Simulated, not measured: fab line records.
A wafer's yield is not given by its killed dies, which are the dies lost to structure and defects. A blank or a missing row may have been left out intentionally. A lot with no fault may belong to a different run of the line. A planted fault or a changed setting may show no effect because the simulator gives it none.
A lot that was struck, set against a sound lot + flow sky130 + 15 out of 708 route steps
Sound: wafers L517.1, L517.2, L517.3. The struck wafers were L527.3, L527.4, L527.5. The cause comes at the end.
Per side, at each step with rows, come the tool, then ch with its chambers, and then its first start. Under that, the readings that differ: sound wafers + struck wafers + difference of the means + sigmas: that difference in standard deviations of wafers without a fault.
alike: readings whose means differ by less than 2 such deviations, and words and numbers that are the same on both sides. not compared: withheld readings, readings that some wafer has no value for, bounds like >300 that may hide the same value, and numbers for which the record gives no deviation and whose values overlap.
A row with sigmas, a row that says differs or no value, or rows on one side alone: a step with any of these is where the two part. Numbers that have no deviation but don't overlap get no sigmas and don't part them. A reading missing from all wafers of one side parts the sides only when that side holds two or more wafers.

SKY_METAL3_STRIP_19: strips in O2/N2.
  sound on plasma-asher-04 ch 0,1, day 39 19:35; struck on plasma-asher-04 ch 0,1, day 43 00:13
  alike: drypump-motor-current-A, oes-product-au, strip-time-to-endpoint-s
  not compared: rf-hours-counter-h
then, 4 steps without rows for these wafers: SKY_METAL3_STRIP_20 (strips in post etch residue remover, time 1200 s); SKY_METAL3_CLEAN_21 (cleans in IPA, time 180 s); SKY_METAL3_CLEAN_22 (cleans in O3/DIW); SKY_VIA3_HDPCVD_00 (deposits SiO2, target thk 1635 nm, time 272.5 s).
SKY_VIA3_THK_MEAS_01:
  sound on film-metro-03, day 39 20:21; struck on film-metro-04, day 43 01:05
  alike: VIA3_HDPCVD_THK
SKY_VIA3_CMP_02: polishes SiO2.
  sound on cmp-02 ch 0,2,3, day 39 20:25; struck on cmp-02 ch 2,3, day 43 01:07
  alike: motor-current-A
SKY_VIA3_BOW_MEAS_03:
  sound on film-metro-03, day 39 20:43; struck on film-metro-04, day 43 01:28
  alike: VIA3_BOW
then, 4 steps without rows for these wafers: SKY_VIA3_DEHYDRATE_04 (time 60 s); SKY_VIA3_HMDS_05 (prime time 60 s); SKY_VIA3_COAT_06 (resist thk 60 nm); SKY_VIA3_COAT_07 (resist thk 450 nm).
SKY_VIA3_SOFTBAKE_08: time 90 s.
  sound on litho-track-04 ch 0, day 40 08:00; struck on litho-track-04 ch 0, day 43 12:00
| reading                  | sound                | struck               | difference | sigmas |
|--------------------------|----------------------|----------------------|------------|--------|
| heater-power-total-W (W) | 57.18 57.47 57.40    | 59.03 58.83 58.70    | +1.50      | +13    |
| run-length-s (s)         | 119.01 119.08 119.16 | 111.60 111.56 111.67 | -7.47      | -36    |
then, 1 step without rows for these wafers: SKY_VIA3_EXPOSE_09 (exposes mask VIM3, target cd 200 nm).
SKY_PAD_OPEN_PROBE_99:
  sound wafers here have rows in the record (prober-01, day 46 21:22); struck ones have none

WHERE THEY PART
Earliest at SKY_VIA3_SOFTBAKE_08; latest, in this record, at SKY_PAD_OPEN_PROBE_99.

WHY: what the simulator had put in
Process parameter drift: litho-track-04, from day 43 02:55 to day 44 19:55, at SKY_VIA3_SOFTBAKE_08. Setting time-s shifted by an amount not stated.
